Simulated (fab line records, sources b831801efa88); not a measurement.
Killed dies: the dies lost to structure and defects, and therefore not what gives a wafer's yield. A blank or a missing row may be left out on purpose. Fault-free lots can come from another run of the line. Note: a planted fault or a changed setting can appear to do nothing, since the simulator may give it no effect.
fab line records -- flow sky130
record: lots: 6, wafers: 17, lastDay: 50
route steps=708 shown VIA2@521 METAL3@532 PAD_OPEN@708
lots untouched by any fault: they come from a run of this same line in which no faults occurred
startH: hours from the record's opening day to when the first of the lot's shown wafers began -- waitH: time in hours since the lot's previous step -- " as in the row above -- L1.1+2: one row covering several wafers at once -- - no value, or no start was given -- * or withheld: withheld -- < > ~ a bound
route shown NAME@n: NAME is a module with steps in the file, n the number in the route of the first one -- usual: average and standard deviation across the fault-free wafers -- same: alike in all rows -- chamber/n: place in a boat -- sites: per-site readings -- _std_site: their standard deviation -- _edge_site: the outer-site mean with the inner-site mean subtracted -- radiusMm: for every site, how far away it sits from the centre of the wafer -- mask NAME#n: copy n -- behind: the most recent tool/chamber to have shaped the wafer -- hold: cause of the lot's hold/its duration in hours/its outcome -- device: names the non-switching transistor (n, p or np) -- end of line: at the end of the route, the tests of the same wafers -- a step given without rows: its recipe and nothing more -- killed: at the first sort, the dies lost to defects and structure; wafer yield is something else -- map: a wafer's dies, marking killed ones x, the rest . and places with no die _
set.NAME: setting as actually run; set.NAME@STEP: the setting as run at that earlier step -- model.NAME: the simulator's own value behind a step, which no gauge read
a table for each step, a row for each wafer; lots at some steps of the route
services: when a tool's chamber went out of use (startH, in hours from the record's first day, below 0 if earlier), for how many hours, and the reason
== steps ==
step: SKY_VIA2_ETCH_14
recipe: chemistry: N2/H2, target: BARC, ionEnergyEv: 200, sourceW: 500, biasW: 100, pressureMtorr: 30, n2FlowSccm: 100, h2FlowSccm: 200, stopOn: SiO2, timeS: 45.9, targetDepthA: 600
usual: drypumpMotorCurrentA: 5.7/0.49, oesProductAu: 0.855/0.0046, throttleValvePct: 13.226/0.0091
lot.wafer,tool,chamber,startH,waitH,drypumpMotorCurrentA,oesProductAu,rfHoursCounterH,throttleValvePct
L508.1,rieDiel-02,1,844.93,0.0,6.2,0.859,14,13.228
L508.5,rieDiel-02,1,844.93,0.0,6.2,0.850,-,13.227
L508.6,rieDiel-02,0,844.93,0.0,5.1,0.856,-,13.214
L516.2,rieDiel-01,0,928.81,0.0,5.4,0.858,4,13.220
L516.3,rieDiel-01,3,928.81,0.0,6.5,0.851,13,13.209
L516.4,rieDiel-01,2,928.81,0.0,6.2,0.856,11,13.229
L519.2,rieDiel-01,2,985.16,0.0,6.2,0.846,13,13.235
L519.4,rieDiel-01,3,985.16,0.0,6.4,0.844,14,13.220
L519.6,rieDiel-01,1,985.16,0.0,4.9,0.859,-,13.203
L524.4,rieDiel-02,1,987.66,0.0,6.2,0.860,19,13.212
L524.5,rieDiel-02,3,987.66,0.0,5.9,0.851,-,13.215
L529.2,rieDiel-03,2,1024.31,0.0,5.9,0.856,16,13.205
L529.3,rieDiel-03,3,1024.31,0.0,5.0,0.859,10,13.206
L529.4,rieDiel-03,1,1024.31,0.0,6.1,0.853,8,13.232
L530.2,rieDiel-01,0,1029.01,0.0,5.4,0.851,6,13.206
L530.3,rieDiel-01,2,1029.01,0.0,6.2,0.858,14,13.222
L530.5,rieDiel-01,2,1029.01,0.0,6.2,0.850,-,13.218
step: SKY_VIA2_ETCH_15
recipe: target: SiO2, chemistry: C4F8/O2/Ar, targetDepthNm: 546, stopOn: TiN, maskMaterial: KrF-thick, sourceW: 1500, biasW: 1200, pressureMtorr: 40, c4f8FlowSccm: withheld, O2_flow_sccm: 6, Ar_flow_sccm: 300, timeS: 84
usual: oesProductAu: 0.939/0.0048
lot.wafer,tool,chamber,startH,waitH,oesProductAu,rfHoursCounterH
L508.1,rieDiel-02,1,844.97,0.0,0.940,14
L508.5,rieDiel-02,1,844.97,0.0,0.933,-
L508.6,rieDiel-02,0,844.97,0.0,0.943,-
L516.2,rieDiel-01,0,928.85,0.0,0.946,4
L516.3,rieDiel-01,3,928.85,0.0,0.939,13
L516.4,rieDiel-01,2,928.85,0.0,0.937,11
L519.2,rieDiel-01,2,985.20,0.0,0.939,13
L519.4,rieDiel-01,3,985.20,0.0,0.946,14
L519.6,rieDiel-01,1,985.20,0.0,0.948,-
L524.4,rieDiel-02,1,987.70,0.0,0.936,19
L524.5,rieDiel-02,3,987.70,0.0,0.944,-
L529.2,rieDiel-03,2,1024.35,0.0,0.935,16
L529.3,rieDiel-03,3,1024.35,0.0,0.940,10
L529.4,rieDiel-03,1,1024.35,0.0,0.938,8
L530.2,rieDiel-01,0,1029.05,0.0,0.938,6
L530.3,rieDiel-01,2,1029.05,0.0,0.936,14
L530.5,rieDiel-01,2,1029.05,0.0,0.937,-
step: SKY_VIA2_STRIP_16
recipe: chemistry: O2/N2, powerW: 1400, pressureMtorr: 1500, platenTempC: withheld, o2FlowSccm: 3000, n2FlowSccm: 300, overashFraction: 0.5
step: SKY_VIA2_STRIP_17
recipe: chemistry: postEtchResidueRemover, timeS: 1200, tempC: 72.5
step: SKY_VIA2_CLEAN_18
recipe: chemistry: IPA, timeS: 180, tempC: 25
step: SKY_VIA2_CLEAN_19
recipe: chemistry: O3/DIW, dry: n2Spin
step: SKY_VIA2_SPUTTER_20
recipe: material: TiN, targetThkNm: 20, chamberPressurePa: 5, powerW: 4000, timeS: 80
usual: throttleValvePct: 30.0/1.2
lot.wafer,tool,chamber,startH,waitH,throttleValvePct
L508.1,pvdSputter-01,-,845.66,0.0,28.7
L508.5,pvdSputter-01,-,845.66,0.0,33.0
L508.6,pvdSputter-01,-,845.66,0.0,29.7
L516.2,pvdSputter-03,-,929.55,0.0,29.0
L516.3,pvdSputter-03,-,929.55,0.0,30.9
L516.4,pvdSputter-03,-,929.55,0.0,29.8
L519.2,pvdSputter-02,-,985.86,0.0,28.4
L519.4,pvdSputter-02,-,985.86,0.0,30.0
L519.6,pvdSputter-02,-,985.86,0.0,28.3
L524.4,pvdSputter-01,-,988.36,0.0,32.9
L524.5,pvdSputter-01,-,988.36,0.0,30.0
L529.2,pvdSputter-03,-,1025.05,0.0,29.4
L529.3,pvdSputter-03,-,1025.05,0.0,29.0
L529.4,pvdSputter-03,-,1025.05,0.0,30.8
L530.2,pvdSputter-02,-,1029.72,0.0,30.3
L530.3,pvdSputter-02,-,1029.72,0.0,29.3
L530.5,pvdSputter-02,-,1029.72,0.0,30.1
step: SKY_VIA2_CVD_21
recipe: material: W, targetThkNm: 420, timeS: 126.4, tempC: 400, pressureTorr: 40
step: SKY_VIA2_RS_MEAS_22
recipe: thkMeasGauge: four-point-probe, reads: W_of_VIA2_CVD_21+TiN_of_VIA2_SPUTTER_20
usual: VIA2_W_RS: 0.274/0.0032
lot.wafer,tool,chamber,startH,waitH,VIA2_W_RS[ohm/sq]
L508.1,filmMetro-01,-,845.85,0.1,0.280
L508.5,filmMetro-01,-,845.85,0.1,0.280
L508.6,filmMetro-01,-,845.85,0.1,0.283
L516.2,filmMetro-04,-,929.76,0.1,0.279
L516.3,filmMetro-04,-,929.76,0.1,0.273
L516.4,filmMetro-04,-,929.76,0.1,0.278
L519.2,filmMetro-04,-,986.20,0.2,0.273
L519.4,filmMetro-04,-,986.20,0.2,0.272
L519.6,filmMetro-04,-,986.20,0.2,0.272
L524.4,filmMetro-01,-,988.61,0.1,0.271
L524.5,filmMetro-01,-,988.61,0.1,0.270
L529.2,filmMetro-01,-,1025.26,0.1,0.273
L529.3,filmMetro-01,-,1025.26,0.1,0.271
L529.4,filmMetro-01,-,1025.26,0.1,0.269
L530.2,filmMetro-04,-,1029.93,0.1,0.273
L530.3,filmMetro-04,-,1029.93,0.1,0.276
L530.5,filmMetro-04,-,1029.93,0.1,0.273
step: SKY_VIA2_THK_MEAS_23
recipe: thkMeasGauge: xrf, reads: W_of_VIA2_CVD_21
usual: VIA2_W_THK: 426/6.2
lot.wafer,tool,chamber,startH,waitH,VIA2_W_THK[nm]
L508.1,filmMetro-01,-,845.97,0.1,416
L508.5,filmMetro-01,-,845.97,0.1,418
L508.6,filmMetro-01,-,845.97,0.1,414
L516.2,filmMetro-04,-,929.87,0.1,418
L516.3,filmMetro-04,-,929.87,0.1,425
L516.4,filmMetro-04,-,929.87,0.1,422
L519.2,filmMetro-04,-,986.31,0.1,427
L519.4,filmMetro-04,-,986.31,0.1,427
L519.6,filmMetro-04,-,986.31,0.1,427
L524.4,filmMetro-01,-,988.70,0.1,432
L524.5,filmMetro-01,-,988.70,0.1,436
L529.2,filmMetro-01,-,1025.37,0.1,428
L529.3,filmMetro-01,-,1025.37,0.1,427
L529.4,filmMetro-01,-,1025.37,0.1,431
L530.2,filmMetro-04,-,1030.04,0.1,429
L530.3,filmMetro-04,-,1030.04,0.1,425
L530.5,filmMetro-04,-,1030.04,0.1,427
step: SKY_VIA2_CMP_24
recipe: stopOn: SiO2, tOverpolishS: 20, downForcePsi: 3.5, platenRpm: 60, targetThkNm: 0, padVelocityMS: 0.94248
usual: motorCurrentA: 11.0/0.98, overpolishRunS: 20.000/0.0081, timeToEndpointS: 101/3.4
lot.wafer,tool,chamber,startH,waitH,motorCurrentA,overpolishRunS,timeToEndpointS
L508.1,cmp-01,0,846.13,0.1,9.7,19.998,99
L508.6,cmp-01,2,846.13,0.1,11.6,20.000,103
L508.5,cmp-01,3,846.13,0.1,11.3,20.011,102
L516.3,cmp-02,2,929.92,0.0,12.0,19.994,97
L516.2,cmp-02,0,929.92,0.0,11.2,20.004,96
L516.4,cmp-02,1,929.92,0.0,9.7,19.996,98
L519.4,cmp-01,3,986.41,0.1,11.2,20.009,102
L519.2,cmp-01,0,986.41,0.1,9.5,19.996,99
L519.6,cmp-01,3,986.41,0.1,11.5,19.996,103
L524.4,cmp-02,0,988.73,0.0,11.6,20.016,102
L524.5,cmp-02,0,988.73,0.0,10.4,20.009,103
L529.2,cmp-02,1,1025.42,0.0,9.5,20.015,101
L529.3,cmp-02,2,1025.42,0.0,12.3,19.998,101
L529.4,cmp-02,3,1025.42,0.0,12.3,19.995,106
L530.2,cmp-01,1,1030.09,0.0,11.3,20.002,110
L530.3,cmp-01,3,1030.09,0.0,11.5,19.988,105
L530.5,cmp-01,2,1030.09,0.0,11.5,19.993,107
step: SKY_METAL3_SPUTTER_00
recipe: material: Ti, targetThkNm: 15, powerW: 3000, timeS: 10, chamberPressurePa: 0.4
step: SKY_METAL3_SPUTTER_01
recipe: material: TiN, targetThkNm: 20, powerW: 6500, timeS: 16.7, chamberPressurePa: 0.4
usual: throttleValvePct: 30.0/1.3
lot.wafer,tool,chamber,startH,waitH,throttleValvePct,model.TiN_of_METAL3_SPUTTER_01.thkNm
L508.1,pvdSputter-04,-,846.35,0.0,29.7,19.67
L508.5,pvdSputter-04,-,846.35,0.0,30.0,19.98
L508.6,pvdSputter-04,-,846.35,0.0,29.1,19.85
L516.2,pvdSputter-02,-,930.25,0.0,30.5,20.2
L516.3,pvdSputter-02,-,930.25,0.0,28.6,20.2
L516.4,pvdSputter-02,-,930.25,0.0,31.5,20.31
L519.2,pvdSputter-02,-,986.68,0.0,31.5,20.5
L519.4,pvdSputter-02,-,986.68,0.0,30.3,19.6
L519.6,pvdSputter-02,-,986.68,0.0,28.3,20.47
L524.4,pvdSputter-02,-,989.05,0.0,29.2,18.89
L524.5,pvdSputter-02,-,989.05,0.0,29.1,19.83
L529.2,pvdSputter-01,-,1025.74,0.0,33.0,19.65
L529.3,pvdSputter-01,-,1025.74,0.0,29.7,19.42
L529.4,pvdSputter-01,-,1025.74,0.0,30.1,20.1
L530.2,pvdSputter-04,-,1030.41,0.0,29.7,20.08
L530.3,pvdSputter-04,-,1030.41,0.0,31.0,19.86
L530.5,pvdSputter-04,-,1030.41,0.0,30.7,20
step: SKY_METAL3_SPUTTER_02
recipe: material: AlCu, targetThkNm: 735, powerW: 10600, timeS: 39.1, chamberPressurePa: 0.4
usual: throttleValvePct: 30.0/1.2
lot.wafer,tool,chamber,startH,waitH,throttleValvePct
L508.1,pvdSputter-04,-,846.38,0.0,29.8
L508.5,pvdSputter-04,-,846.38,0.0,29.7
L508.6,pvdSputter-04,-,846.38,0.0,29.0
L516.2,pvdSputter-02,-,930.27,0.0,30.4
L516.3,pvdSputter-02,-,930.27,0.0,28.3
L516.4,pvdSputter-02,-,930.27,0.0,31.6
L519.2,pvdSputter-02,-,986.71,0.0,31.5
L519.4,pvdSputter-02,-,986.71,0.0,29.7
L519.6,pvdSputter-02,-,986.71,0.0,28.4
L524.4,pvdSputter-02,-,989.08,0.0,29.2
L524.5,pvdSputter-02,-,989.08,0.0,29.4
L529.2,pvdSputter-01,-,1025.77,0.0,32.7
L529.3,pvdSputter-01,-,1025.77,0.0,29.8
L529.4,pvdSputter-01,-,1025.77,0.0,30.3
L530.2,pvdSputter-04,-,1030.44,0.0,29.8
L530.3,pvdSputter-04,-,1030.44,0.0,31.2
L530.5,pvdSputter-04,-,1030.44,0.0,31.0
step: SKY_PAD_OPEN_PROBE_99
usual: defectLimitedYield: 82.5/1.8, killed_at_M0_to_M3: 43/6.6, killed_at_M4_up: 3.2/1.8, killedAtContacts: 24/5, killedAtFrontEnd: 15/4.5, killedAtOther: 0.2/0.46, killedDies: 86/8.8, killedOpen: 48/6.6, killedShort: 38/6.1, sort_bin_3_pad_short: 0.8/0.42, sort_bin_5_function: 10.4/1.4, sort_bin_6_memory: 6.3/1, sortNPass: 406/8.8, sortYieldPct: 82.5/1.8
same: grossDies: 492, killedAtBackSide: 0, sort_bin_4_leakage[%]: 0, sort_bin_8_speed[%]: 0
lot.wafer,tool,chamber,startH,waitH,defectLimitedYield[%],killed_at_M0_to_M3,killed_at_M4_up,killedAtContacts,killedAtFrontEnd,killedAtOther,killedDies,killedOpen,killedShort,sort_bin_3_pad_short[%],sort_bin_5_function[%],sort_bin_6_memory[%],sortNPass,sortYieldPct[%]
L508.1,prober-01,-,1071.77,0.1,81.5,44,1,26,19,1,91,50,41,0.4,11.0,7.1,401,81.5
L508.5,prober-01,-,1071.97,0.2,80.1,49,5,28,16,0,98,54,44,0.6,12.0,7.3,394,80.1
L508.6,prober-01,-,1072.02,0.2,85.8,33,4,24,9,0,70,44,26,0.2,9.3,4.7,422,85.8
L519.2,prober-02,-,1182.66,0.1,82.9,38,3,28,15,0,84,49,35,0.2,10.4,6.5,408,82.9
L519.4,prober-02,-,1182.76,0.2,83.1,33,4,27,17,2,83,51,32,0.6,11.0,5.3,409,83.1
L519.6,prober-02,-,1182.86,0.2,83.5,34,0,25,21,1,81,37,44,1.6,9.3,5.5,411,83.5
L529.2,prober-01,-,1208.88,0.1,82.9,40,5,20,19,0,84,43,41,1.0,10.6,5.5,408,82.9
L529.3,prober-01,-,1208.93,0.2,82.7,50,6,22,6,1,85,39,46,1.2,10.0,6.1,407,82.7
L529.4,prober-01,-,1208.98,0.2,81.5,46,4,28,13,0,91,47,44,0.6,10.2,7.7,401,81.5
L530.2,prober-01,-,1211.18,0.1,84.1,38,1,19,19,1,78,43,35,0.2,10.8,4.9,414,84.1
L530.3,prober-01,-,1211.23,0.2,82.7,38,2,24,21,0,85,41,44,1.2,10.2,5.9,407,82.7
L530.5,prober-01,-,1211.33,0.2,83.5,38,6,21,16,0,81,39,42,1.4,7.7,7.3,411,83.5
killed by level:class
L508.1 CONTACT:geometricParticle:open=11 VIA1:geometricParticle:open=10 METAL2:geometricParticle:short=8 FIELD_ISO:geometricParticle:open=7 VIA1:geometricParticle:short=6 LI_CONTACT:geometricParticle:short=5 LI_CONTACT:geometricParticle:open=5 VIA3:geometricParticle:open=5
L508.5 VIA1:geometricParticle:open=13 CONTACT:geometricParticle:open=10 METAL2:geometricParticle:short=10 CONTACT:geometricParticle:short=7 POLY_GATE:geometricParticle:open=6 VIA2:geometricParticle:open=6 FIELD_ISO:geometricParticle:open=5 LI_CONTACT:geometricParticle:open=5
L508.6 VIA1:geometricParticle:open=9 LI_CONTACT:geometricParticle:open=8 VIA3:geometricParticle:open=6 CONTACT:geometricParticle:open=5 CONTACT:geometricParticle:short=5 VIA2:geometricParticle:open=5 FIELD_ISO:geometricParticle:open=3 LI_CONTACT:geometricParticle:short=3
L519.2 CONTACT:geometricParticle:open=10 VIA1:geometricParticle:open=10 METAL1:geometricParticle:short=8 LI_CONTACT:geometricParticle:open=7 VIA2:geometricParticle:open=7 LOCAL_INTERCONNECT:geometricParticle:short=6 METAL2:geometricParticle:short=5 FIELD_ISO:geometricParticle:open=3
L519.4 LI_CONTACT:geometricParticle:open=9 CONTACT:geometricParticle:open=9 VIA1:geometricParticle:open=8 VIA2:geometricParticle:open=8 FIELD_ISO:geometricParticle:open=5 METAL2:geometricParticle:short=4 METAL1:geometricParticle:short=4 CONTACT:geometricParticle:short=4
L519.6 METAL2:geometricParticle:short=8 LI_CONTACT:geometricParticle:short=7 CONTACT:geometricParticle:open=7 VIA1:geometricParticle:open=7 VIA2:geometricParticle:open=7 FIELD_ISO:geometricParticle:open=5 POLY_GATE:geometricParticle:open=5 CONTACT:geometricParticle:short=5
L529.2 CONTACT:geometricParticle:open=11 POLY_GATE:geometricParticle:open=6 METAL1:geometricParticle:short=6 VIA1:geometricParticle:short=6 VIA3:geometricParticle:open=6 VIA2:geometricParticle:open=5 FIELD_ISO:geometricParticle:open=4 VIA2:geometricParticle:short=4
L529.3 VIA1:geometricParticle:open=16 METAL1:geometricParticle:short=10 LOCAL_INTERCONNECT:geometricParticle:short=7 METAL2:geometricParticle:short=6 METAL4:geometricParticle:short=6 LI_CONTACT:geometricParticle:open=5 LI_CONTACT:geometricParticle:short=4 CONTACT:geometricParticle:short=4
L529.4 CONTACT:geometricParticle:open=10 VIA3:geometricParticle:open=9 VIA2:geometricParticle:open=8 METAL1:geometricParticle:short=7 LI_CONTACT:geometricParticle:open=6 CONTACT:geometricParticle:short=5 VIA1:geometricParticle:open=5 FIELD_ISO:geometricParticle:short=4
L530.2 VIA3:geometricParticle:open=10 VIA1:geometricParticle:open=7 POLY_CUT:geometricParticle:short=6 LI_CONTACT:geometricParticle:open=5 FIELD_ISO:geometricParticle:open=4 CONTACT:geometricParticle:open=4 METAL1:geometricParticle:short=4 FIELD_ISO:geometricParticle:short=3
L530.3 CONTACT:geometricParticle:open=9 POLY_GATE:geometricParticle:open=7 METAL1:geometricParticle:short=7 VIA1:geometricParticle:short=7 FIELD_ISO:geometricParticle:short=5 LOCAL_INTERCONNECT:geometricParticle:short=5 METAL2:geometricParticle:short=5 LI_CONTACT:geometricParticle:open=4
L530.5 VIA1:geometricParticle:open=14 CONTACT:geometricParticle:open=9 LOCAL_INTERCONNECT:geometricParticle:short=6 VIA1:geometricParticle:short=6 METAL4:geometricParticle:short=5 POLY_GATE:geometricParticle:short=4 POLY_GATE:geometricParticle:open=4 LI_CONTACT:geometricParticle:open=4
== services ==
tool,chamber,startH,hours,kind
pvdSputter-01,-,828.97,0.7,repair
rieDiel-01,-,843.42,14.6,pm
cmp-02,-,893.04,1.4,repair
cmp-02,-,902.98,0.9,repair
cmp-02,-,912.00,4.0,pm
cmp-02,-,916.54,2.3,repair
rieDiel-03,2,924.30,5.2,repair
rieDiel-01,0,943.99,6.9,repair
pvdSputter-04,-,945.82,4.4,repair
rieDiel-02,2,950.12,-,clean
rieDiel-02,2,950.12,-,consumableReplace:showerhead
rieDiel-03,3,952.93,8.1,repair
cmp-01,-,957.95,0.8,repair
pvdSputter-04,-,962.53,1.0,repair
rieDiel-01,-,971.53,2.8,pm
pvdSputter-02,-,974.43,3.5,repair
pvdSputter-03,-,977.65,3.0,repair
pvdSputter-02,-,980.73,1.7,repair
cmp-02,-,999.03,0.2,repair
pvdSputter-04,-,1006.43,4.6,repair
cmp-01,-,1007.05,5.3,pm
rieDiel-02,-,1016.33,2.8,pm
cmp-02,-,1017.22,0.7,repair
pvdSputter-02,-,1018.61,3.8,repair
== key ==
firstSign none at tools or gauges
modelEffect: step: SKY_METAL3_SPUTTER_01, value: TiN_of_METAL3_SPUTTER_01.thkNm, without: 20.25, struck: 19.24
metAt SKY_METAL3_SPUTTER_01
struckWafers L519.4,L524.4
onsetBetween 930.25 986.68
fault: kind: processParameterDrift, tool: pvdSputter-02, chamber: -, onsetH: 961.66, steps: SKY_METAL3_SPUTTER_01, channel: timeS, offset: *, shape: step, endH: 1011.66, scope: struckWafersOnly, actsIn: *, stated: *
